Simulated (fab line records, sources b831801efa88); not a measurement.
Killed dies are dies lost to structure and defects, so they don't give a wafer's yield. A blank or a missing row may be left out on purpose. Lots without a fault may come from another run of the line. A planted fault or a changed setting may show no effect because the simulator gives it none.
fab line records | flow sky130
record lots=24 wafers=72 last_day=50
route steps=708 shown FIELD_ISO@1 PWDE@52 NWELL@76 POLY_CUT@316 LI_CONTACT@377
lots that met no fault: from a run of the same line without faults
start_h: hours from the record's first day to the start of the lot's first wafer shown | wait_h: hours since the lot's step before | " the same as in the row above | L1.1+2: a row that stands for several wafers | - no value, or no start given | * or withheld: withheld | < > ~ a bound
route shown NAME@n: a module of which the file shows steps, and the number in the route of the first | usual: mean/standard deviation of fault-free wafers | same: alike in all rows | chamber/n: place in a boat | sites: the reading at each site | _std_site: their standard deviation | _edge_site: outer sites' mean less inner sites' | radius_mm: how far each site lies from the wafer's centre | mask NAME#n: copy n | behind: the tool/chamber that last shaped the wafer | hold: why the lot was held/for how many hours/how that ended | device: the transistor (n, p or np) that didn't switch | end of line: the same wafers' tests at the end of the route | a step without rows: its recipe alone | killed: dies lost to structure and defects at the first sort, not the wafer's yield | map: a wafer's dies, x killed, . not, _ none there
set.NAME: the setting as run; set.NAME@STEP: as run at that earlier step | model.NAME: the simulator's own value behind a step, which no gauge read
steps of the route over a sample of lots; a table a step, a row a wafer
services: from which hour (start_h, from the record's first day; less than 0 if before it) a tool's chamber was out of use, for how many hours, and why
## steps
# step SKY_FIELD_ISO_BOW_MEAS_00
# recipe mode=bow
# usual INCOMING_BOW=-1/5.8
# columns lot.wafer tool chamber start_h wait_h INCOMING_BOW[um]
L074.1 film_metro-04 - 10.00 - -2
L074.3 " - " " -5
L074.5 " - " " 3
L075.2 film_metro-02 - 15.02 - -5
L075.5 " - " " -2
L075.6 " - " " -1
L076.1 film_metro-04 - 20.00 - -2
L076.4 " - " " 3
L076.5 " - " " 10
L077.2 film_metro-04 - 25.02 - -9
L077.4 " - " " -9
L077.5 " - " " -6
L078.1 film_metro-04 - 30.00 - -3
L078.5 " - " " 15
L078.6 " - " " -3
L079.1 film_metro-02 - 35.00 - -1
L079.3 " - " " -5
L079.4 " - " " 10
L080.1 film_metro-01 - 40.00 - -8
L080.2 " - " " -13
L080.3 " - " " 1
L081.1 film_metro-01 - 45.00 - -11
L081.2 " - " " 3
L081.5 " - " " -4
L082.1 film_metro-04 - 50.00 - -7
L082.2 " - " " -4
L082.4 " - " " 4
L083.3 film_metro-01 - 55.04 - 0
L083.5 " - " " 11
L083.6 " - " " -1
L084.1 film_metro-02 - 60.00 - -1
L084.2 " - " " -7
L084.3 " - " " -7
L085.2 film_metro-02 - 65.02 - -14
L085.5 " - " " -11
L085.6 " - " " 4
L086.1 film_metro-02 - 70.00 - -1
L086.3 " - " " 1
L086.5 " - " " 13
L087.1 film_metro-01 - 75.00 - 2
L087.3 " - " " -8
L087.6 " - " " -11
L088.2 film_metro-04 - 80.02 - -6
L088.3 " - " " -3
L088.4 " - " " -9
L089.2 film_metro-01 - 85.02 - 4
L089.5 " - " " -4
L089.6 " - " " -1
L090.3 film_metro-02 - 90.04 - -3
L090.5 " - " " -8
L090.6 " - " " 3
L091.3 film_metro-04 - 95.04 - -5
L091.4 " - " " -1
L091.6 " - " " -2
L092.2 film_metro-02 - 100.02 - -2
L092.4 " - " " 1
L092.5 " - " " -8
L093.4 film_metro-04 - 105.06 - 3
L093.5 " - " " 5
L093.6 " - " " 8
L094.1 film_metro-02 - 110.00 - -4
L094.3 " - " " -13
L094.4 " - " " 3
L095.1 film_metro-02 - 115.00 - -5
L095.3 " - " " 4
L095.5 " - " " -5
L096.2 film_metro-01 - 120.02 - -11
L096.3 " - " " -1
L096.6 " - " " -1
L097.4 film_metro-01 - 125.06 - -5
L097.5 " - " " -2
L097.6 " - " " 6
# step SKY_PWDE_OVL_MEAS_07
# usual PWDE_OVL=0.0/1.8
# columns lot.wafer tool chamber start_h wait_h PWDE_OVL[nm]
L074.1 overlay-02 - 66.90 - 1.1
L074.3 " - " " 0.7
L074.5 " - " " 0.5
L075.2 overlay-01 - 72.45 - 1.3
L075.5 " - " " 2.8
L075.6 " - " " 4.2
L076.1 overlay-01 - 77.49 - 1.1
L076.4 " - " " 0.5
L076.5 " - " " 1.5
L077.2 overlay-02 - 89.95 - -1.6
L077.4 " - " " -2.8
L077.5 " - " " -2.6
L078.1 overlay-02 - 95.98 - 0.3
L078.5 " - " " 0.1
L078.6 " - " " 0.7
L079.1 overlay-02 - 98.69 - -0.8
L079.3 " - " " -2.6
L079.4 " - " " -1.8
L080.1 overlay-02 - 101.20 - 1.5
L080.2 " - " " 1.5
L080.3 " - " " 0.4
L081.1 overlay-01 - 107.25 - 3.5
L081.2 " - " " 2.8
L081.5 " - " " 3.3
L082.1 overlay-02 - 114.89 - -1.0
L082.2 " - " " -2.0
L082.4 " - " " -1.4
L083.3 overlay-01 - 120.46 - -1.0
L083.5 " - " " -0.8
L083.6 " - " " -1.4
L084.1 overlay-02 - 130.23 - -1.3
L084.2 " - " " -1.1
L084.3 " - " " -1.6
L085.2 overlay-02 - 133.45 - -2.2
L085.5 " - " " -1.6
L085.6 " - " " -1.9
L086.1 overlay-01 - 135.20 - -0.8
L086.3 " - " " -1.0
L086.5 " - " " -1.0
L087.1 overlay-02 - 140.45 - 0.8
L087.3 " - " " 1.8
L087.6 " - " " 0.1
L088.2 overlay-02 - 144.30 - 1.4
L088.3 " - " " 0.2
L088.4 " - " " 1.1
L089.2 overlay-01 - 154.60 - 0.0
L089.5 " - " " -0.4
L089.6 " - " " 0.7
L090.3 overlay-02 - 159.80 - -1.9
L090.5 " - " " -3.2
L090.6 " - " " -1.7
L091.3 overlay-02 - 163.90 - -0.5
L091.4 " - " " 2.1
L091.6 " - " " 0.6
L092.2 overlay-01 - 182.64 - 2.6
L092.4 " - " " 1.1
L092.5 " - " " 0.5
L093.4 overlay-01 - 185.22 - 0.2
L093.5 " - " " 0.2
L093.6 " - " " 0.8
L094.1 overlay-02 - 186.93 - -2.6
L094.3 " - " " -0.5
L094.4 " - " " 0.5
L095.1 overlay-02 - 187.04 - -1.0
L095.3 " - " " -0.5
L095.5 " - " " -2.2
L096.2 overlay-01 - 196.85 - -1.3
L096.3 " - " " -2.4
L096.6 " - " " -2.3
L097.4 overlay-01 - 207.55 - 1.1
L097.5 " - " " 3.2
L097.6 " - " " 2.5
# step SKY_NWELL_OVL_MEAS_23
# usual NWELL_01_OVL=-1.3/1.5
# columns lot.wafer tool chamber start_h wait_h NWELL_01_OVL[nm]
L074.1 overlay-01 - 100.84 - -3.0
L074.3 " - " " -3.3
L074.5 " - " " -1.9
L075.2 overlay-01 - 106.50 - -3.2
L075.5 " - " " -0.1
L075.6 " - " " 1.6
L076.1 overlay-01 - 112.49 - -0.6
L076.4 " - " " 0.1
L076.5 " - " " 0.4
L077.2 overlay-02 - 128.70 - 1.2
L077.4 " - " " 0.3
L077.5 " - " " 0.7
L078.1 overlay-02 - 132.29 - -1.7
L078.5 " - " " -0.9
L078.6 " - " " -2.3
L079.1 overlay-02 - 135.09 - -2.2
L079.3 " - " " 0.6
L079.4 " - " " -0.8
L080.1 overlay-02 - 137.08 - -0.6
L080.2 " - " " -1.5
L080.3 " - " " -0.3
L081.1 overlay-01 - 147.29 - -0.4
L081.2 " - " " -0.2
L081.5 " - " " -0.7
L082.1 overlay-02 - 151.09 - -1.1
L082.2 " - " " -2.9
L082.4 " - " " -1.5
L083.3 overlay-02 - 157.45 - -0.5
L083.5 " - " " -1.0
L083.6 " - " " -1.7
L084.1 overlay-02 - 167.55 - -1.4
L084.2 " - " " -1.0
L084.3 " - " " -3.8
L085.2 overlay-01 - 170.80 - -2.2
L085.5 " - " " -1.6
L085.6 " - " " -0.7
L086.1 overlay-01 - 171.78 - 2.2
L086.3 " - " " 0.4
L086.5 " - " " 1.8
L087.1 overlay-01 - 177.74 - -1.5
L087.3 " - " " -0.9
L087.6 " - " " -1.1
L088.2 overlay-02 - 183.50 - -1.3
L088.3 " - " " -2.7
L088.4 " - " " -1.8
L089.2 overlay-02 - 195.04 - -4.0
L089.5 " - " " -4.8
L089.6 " - " " -4.3
L090.3 overlay-01 - 199.80 - -0.2
L090.5 " - " " -0.7
L090.6 " - " " -0.1
L091.3 overlay-01 - 204.90 - -1.2
L091.4 " - " " -0.5
L091.6 " - " " -1.3
L093.4 overlay-02 - 228.11 - -2.2
L093.5 " - " " -2.5
L093.6 " - " " -1.1
L092.2 overlay-02 - 228.45 - -0.9
L092.4 " - " " 0.2
L092.5 " - " " -1.9
L094.1 overlay-02 - 230.88 - 0.6
L094.3 " - " " 1.2
L094.4 " - " " 0.1
L095.1 overlay-02 - 231.64 - -1.4
L095.3 " - " " -2.1
L095.5 " - " " -3.8
L096.2 overlay-01 - 240.60 - -3.0
L096.3 " - " " -3.2
L096.6 " - " " -3.4
L097.4 overlay-02 - 251.56 - -3.6
L097.5 " - " " -2.4
L097.6 " - " " -1.1
# step SKY_POLY_CUT_OVL_MEAS_09
# usual POLY_CUT_OVL=3/5
# columns lot.wafer tool chamber start_h wait_h POLY_CUT_OVL[nm]
L074.1 overlay-02 - 544.05 0.1 -4
L074.3 " - " " -1
L074.5 " - " " -5
L075.2 overlay-01 - 550.71 0.1 -1
L075.5 " - " " 5
L075.6 " - " " -1
L076.1 overlay-01 - 569.46 0.1 9
L076.4 " - " " 9
L076.5 " - " " 4
L077.2 overlay-02 - 587.71 0.1 1
L077.4 " - " " 6
L077.5 " - " " 5
L078.1 overlay-01 - 597.26 0.1 5
L078.5 " - " " 5
L078.6 " - " " 6
L079.1 overlay-01 - 600.31 0.1 3
L079.3 " - " " 2
L079.4 " - " " 2
L080.1 overlay-01 - 614.00 0.1 17
L080.2 " - " " 8
L080.3 " - " " 10
L081.1 overlay-01 - 625.16 0.1 3
L081.2 " - " " 1
L081.5 " - " " -2
L082.1 overlay-02 - 628.26 0.1 -6
L082.2 " - " " 3
L082.4 " - " " -6
L083.3 overlay-01 - 635.22 0.1 1
L083.5 " - " " 4
L083.6 " - " " 1
L084.1 overlay-02 - 647.46 0.1 3
L084.2 " - " " 6
L084.3 " - " " 1
L085.2 overlay-02 - 653.36 0.1 -5
L085.5 " - " " -8
L085.6 " - " " -8
L086.1 overlay-01 - 655.50 0.1 1
L086.3 " - " " 4
L086.5 " - " " -7
L087.1 overlay-01 - 667.06 0.1 4
L087.3 " - " " 6
L087.6 " - " " 4
L088.2 overlay-01 - 668.31 0.1 6
L088.3 " - " " 4
L088.4 " - " " 2
L089.2 overlay-01 - 682.61 0.1 0
L089.5 " - " " -4
L089.6 " - " " 1
L090.3 overlay-01 - 695.22 0.1 -3
L090.5 " - " " 4
L090.6 " - " " 4
L091.3 overlay-02 - 697.12 0.1 8
L091.4 " - " " 3
L091.6 " - " " 1
L093.4 overlay-01 - 748.63 0.1 4
L093.5 " - " " 1
L093.6 " - " " 8
L094.1 overlay-02 - 748.65 0.1 14
L094.3 " - " " 14
L094.4 " - " " 14
L092.2 overlay-02 - 749.06 0.1 12
L092.4 " - " " 6
L092.5 " - " " 8
L095.1 overlay-01 - 749.41 0.1 3
L095.3 " - " " -1
L095.5 " - " " -1
L096.2 overlay-01 - 749.76 0.1 3
L096.3 " - " " 2
L096.6 " - " " 2
L097.4 overlay-02 - 755.48 0.1 4
L097.5 " - " " 0
L097.6 " - " " -1
# step SKY_LI_CONTACT_ETCH_15
# recipe target=PSG chemistry=C4F8/O2/Ar stop_on=Si taper_deg=4.15 mask_material=KrF-thick source_w=1500 bias_w=1200 pressure_mtorr=40 c4f8_flow_sccm=withheld O2_flow_sccm=6 Ar_flow_sccm=300 time_s=withheld target_depth_a=6000
# usual chamber_pressure_mTorr=40.00/0.037 oes_product_au=0.836/0.0042 rf_fwd_power_W=1491/5.6
# columns lot.wafer tool chamber start_h wait_h chamber_pressure_mTorr oes_product_au rf_fwd_power_W
L074.1 rie_diel-02 3 662.29 0.0 39.97 0.836 1481
L074.3 " 1 " " 40.00 0.834 1483
L074.5 " 1 " " 39.93 0.840 1491
L075.2 rie_diel-02 1 669.73 0.0 39.98 0.842 1495
L075.5 " 1 " " 39.99 0.836 1488
L075.6 " 2 " " 40.02 0.834 1497
L076.1 rie_diel-04 2 688.49 0.0 40.03 0.830 1502
L076.4 " 2 " " 40.04 0.832 1494
L076.5 " 0 " " 40.05 0.830 1494
L077.2 rie_diel-01 1 703.98 0.0 39.98 0.832 1489
L077.4 " 3 " " 39.96 0.835 1487
L077.5 " 0 " " 39.99 0.836 1496
L078.1 rie_diel-02 2 712.24 0.0 39.99 0.846 1495
L078.5 " 3 " " 39.96 0.831 1489
L078.6 " 2 " " 40.04 0.836 1489
L079.1 rie_diel-01 3 714.64 0.0 39.97 0.835 1496
L079.3 " 0 " " 40.06 0.842 1487
L079.4 " 2 " " 40.06 0.834 1486
L080.1 rie_diel-02 0 726.03 0.0 40.04 0.837 1493
L080.2 " 2 " " 40.04 0.834 1494
L080.3 " 3 " " 39.99 0.830 1490
L081.1 rie_diel-02 2 735.84 0.0 39.96 0.836 1500
L081.2 " 1 " " 39.94 0.836 1497
L081.5 " 0 " " 40.02 0.829 1501
L082.1 rie_diel-01 2 737.53 0.0 39.97 0.840 1486
L082.2 " 0 " " 39.97 0.836 1491
L082.4 " 1 " " 39.93 0.828 1493
L083.3 rie_diel-02 0 746.33 0.0 39.98 0.841 1493
L083.5 " 0 " " 40.02 0.835 1498
L083.6 " 3 " " 40.01 0.843 1492
L084.1 rie_diel-02 1 756.38 0.0 40.06 0.841 1496
L084.2 " 0 " " 39.95 0.829 1490
L084.3 " 2 " " 40.02 0.840 1486
L085.2 rie_diel-02 1 763.19 0.0 40.00 0.834 1499
L085.5 " 1 " " 40.01 0.836 1495
L085.6 " 2 " " 40.04 0.834 1490
L086.1 rie_diel-01 0 764.51 0.0 40.02 0.838 1500
L086.3 " 1 " " 40.07 0.842 1492
L086.5 " 2 " " 40.05 0.841 1483
L087.1 rie_diel-02 0 777.19 0.0 40.02 0.840 1486
L087.3 " 1 " " 40.03 0.836 1494
L087.6 " 0 " " 39.98 0.838 1490
L088.2 rie_diel-04 1 778.03 0.0 40.01 0.830 1478
L088.3 " 0 " " 39.99 0.842 1500
L088.4 " 3 " " 40.05 0.832 1491
L089.2 rie_diel-04 0 789.54 0.0 40.03 0.838 1507
L089.5 " 0 " " 40.01 0.833 1501
L089.6 " 2 " " 39.94 0.841 1495
L090.3 rie_diel-02 3 801.24 0.0 39.96 0.843 1483
L090.5 " 0 " " 39.93 0.833 1491
L090.6 " 1 " " 39.91 0.833 1487
L091.3 rie_diel-01 2 802.49 0.0 40.03 0.835 1487
L091.4 " 0 " " 39.99 0.843 1485
L091.6 " 0 " " 40.08 0.834 1488
L093.4 rie_diel-01 3 852.24 0.0 39.98 0.835 1497
L093.5 " 0 " " 40.00 0.822 1495
L093.6 " 3 " " 40.01 0.838 1496
L094.1 rie_diel-01 2 853.99 0.0 40.02 0.837 1486
L094.3 " 1 " " 39.99 0.837 1490
L094.4 " 3 " " 40.06 0.830 1489
L092.2 rie_diel-01 1 855.38 0.0 40.04 0.830 1490
L092.4 " 0 " " 39.97 0.833 1487
L092.5 " 3 " " 39.98 0.835 1497
L095.1 rie_diel-01 1 855.94 0.0 40.02 0.839 1490
L095.3 " 3 " " 40.00 0.838 1488
L095.5 " 0 " " 39.99 0.842 1499
L096.2 rie_diel-04 2 856.63 0.0 39.98 0.843 1494
L096.3 " 1 " " 40.03 0.840 1494
L096.6 " 0 " " 40.02 0.842 1500
L097.4 rie_diel-04 0 860.49 0.0 39.97 0.834 1492
L097.5 " 2 " " 40.01 0.833 1494
L097.6 " 3 " " 39.99 0.837 1487
# step SKY_LI_CONTACT_SPUTTER_19
# recipe material=Ti target_thk_nm=20 chamber_pressure_pa=5 power_w=2500 substrate_temp_c=200 time_s=106.37
# usual throttle_valve_pct=30.1/1.1
# columns lot.wafer tool chamber start_h wait_h throttle_valve_pct
L074.1 pvd_sputter-02 - 662.67 0.0 28.8
L074.3 " - " " 30.4
L074.5 " - " " 30.4
L075.2 pvd_sputter-04 - 670.11 0.0 31.0
L075.5 " - " " 31.1
L075.6 " - " " 29.6
L076.1 pvd_sputter-02 - 688.88 0.0 32.4
L076.4 " - " " 29.2
L076.5 " - " " 30.3
L077.2 pvd_sputter-01 - 704.36 0.0 29.9
L077.4 " - " " 31.6
L077.5 " - " " 30.0
L078.1 pvd_sputter-01 - 712.62 0.0 29.9
L078.5 " - " " 30.2
L078.6 " - " " 30.2
L079.1 pvd_sputter-04 - 715.05 0.0 29.5
L079.3 " - " " 30.8
L079.4 " - " " 29.5
L080.1 pvd_sputter-01 - 726.43 0.0 30.2
L080.2 " - " " 30.1
L080.3 " - " " 31.3
L081.1 pvd_sputter-04 - 736.42 0.0 28.5
L081.2 " - " " 30.6
L081.5 " - " " 30.7
L082.1 pvd_sputter-02 - 737.93 0.0 30.3
L082.2 " - " " 28.8
L082.4 " - " " 32.2
L083.3 pvd_sputter-04 - 746.71 0.0 28.5
L083.5 " - " " 28.4
L083.6 " - " " 30.6
L084.1 pvd_sputter-04 - 756.80 0.0 29.4
L084.2 " - " " 30.8
L084.3 " - " " 28.4
L085.2 pvd_sputter-04 - 763.57 0.0 31.1
L085.5 " - " " 29.4
L085.6 " - " " 28.7
L086.1 pvd_sputter-01 - 764.89 0.0 31.4
L086.3 " - " " 30.1
L086.5 " - " " 31.3
L087.1 pvd_sputter-01 - 777.57 0.0 30.2
L087.3 " - " " 30.1
L087.6 " - " " 31.5
L088.2 pvd_sputter-01 - 778.43 0.0 30.4
L088.3 " - " " 30.2
L088.4 " - " " 31.3
L089.2 pvd_sputter-02 - 789.93 0.0 30.4
L089.5 " - " " 28.9
L089.6 " - " " 29.4
L090.3 pvd_sputter-04 - 801.62 0.0 30.4
L090.5 " - " " 29.8
L090.6 " - " " 28.6
L091.3 pvd_sputter-04 - 802.87 0.0 31.0
L091.4 " - " " 28.4
L091.6 " - " " 28.6
L093.4 pvd_sputter-04 - 852.67 0.0 28.5
L093.5 " - " " 29.5
L093.6 " - " " 28.6
L094.1 pvd_sputter-01 - 854.42 0.0 31.3
L094.3 " - " " 30.1
L094.4 " - " " 30.2
L092.2 pvd_sputter-01 - 855.76 0.0 31.4
L092.4 " - " " 30.0
L092.5 " - " " 31.2
L095.1 pvd_sputter-02 - 856.32 0.0 28.9
L095.3 " - " " 30.5
L095.5 " - " " 29.2
L096.2 pvd_sputter-04 - 857.05 0.0 30.9
L096.3 " - " " 30.6
L096.6 " - " " 29.5
L097.4 pvd_sputter-04 - 860.88 0.0 29.4
L097.5 " - " " 29.7
L097.6 " - " " 31.0
## services
# columns tool chamber start_h hours kind
rie_diel-04 1 640.30 13.8 repair
rie_diel-01 - 643.02 0.3 repair
rie_diel-01 1 656.01 6.7 repair
rie_diel-04 0 671.98 6.4 repair
rie_diel-04 1 685.92 6.4 repair
rie_diel-02 0 690.60 2.5 repair
pvd_sputter-04 - 694.46 19.4 repair
rie_diel-02 - 713.01 0.7 repair
pvd_sputter-04 2 713.89 - consumable_replace:kit
pvd_sputter-04 2 713.89 18.0 scheduled_down
pvd_sputter-04 2 713.89 18.0 vent_cycle
pvd_sputter-04 - 716.66 2.2 repair
rie_diel-04 0 732.69 9.7 repair
rie_diel-04 - 737.18 0.6 repair
rie_diel-01 - 742.65 2.8 pm
rie_diel-01 3 750.11 1.7 repair
rie_diel-01 2 750.57 6.7 repair
rie_diel-01 0 751.10 2.6 repair
rie_diel-04 - 761.04 0.3 repair
rie_diel-02 2 769.55 34.5 repair
rie_diel-04 1 788.64 5.3 repair
rie_diel-01 - 843.05 1.0 repair
rie_diel-02 - 848.72 14.6 pm
pvd_sputter-01 - 850.27 3.7 repair
## key
fault none
